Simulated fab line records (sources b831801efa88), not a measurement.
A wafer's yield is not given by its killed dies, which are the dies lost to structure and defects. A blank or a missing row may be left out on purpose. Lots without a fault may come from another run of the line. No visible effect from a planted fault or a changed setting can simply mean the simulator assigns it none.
Which of the tools did it? ; flow gf180mcu ; route of 602 steps, sampled at 1 step: 6 lots, 18 wafers

WHAT THE GAUGES READ, wafer by wafer
GF_SALICIDE_RS_MEAS_04: uses a four-point probe to measure.
lot;measured;on;SALICIDE_TIN_RS (ohm/sq)
L822;day 16 06:08;film-metro-03;16.2 16.3 16.1
L826;day 17 23:33;film-metro-03;16.3 16.1 16.7
L828;day 18 05:20;film-metro-03;16.6 16.6 16.2
L838;day 22 02:55;film-metro-02;16.6 16.5 16.1
L841;day 23 01:01;film-metro-01;16.7 16.5 16.5
L842;day 23 11:07;film-metro-02;17.1 16.5 16.8

WHICH TOOL RAN EACH LOT (tool, then ch and the chambers of the sampled wafers, then the start)
There is no process step in the record ahead of these readings.

THE ANSWER, worked out from the rows above alone
Rule: usual is defined by the lots themselves. The widest of any qualifying gaps counts: lots, ordered by their means at a reading, are off when they make up no more than a third of the lots, leave a main group of 4 or more, and stand apart from it by 3 or more times the standard deviation of that group's means. Not used: any main group whose means are identical at the precision the tables above print for the reading. A lot without any number at a reading at which 4 lots or more have one is off too. All remaining lots with rows at the step are treated as sound.
No lot is off on any of the readings shown, so nothing can be concluded from this.

WHAT HAD BEEN PUT IN BY THE SIMULATOR
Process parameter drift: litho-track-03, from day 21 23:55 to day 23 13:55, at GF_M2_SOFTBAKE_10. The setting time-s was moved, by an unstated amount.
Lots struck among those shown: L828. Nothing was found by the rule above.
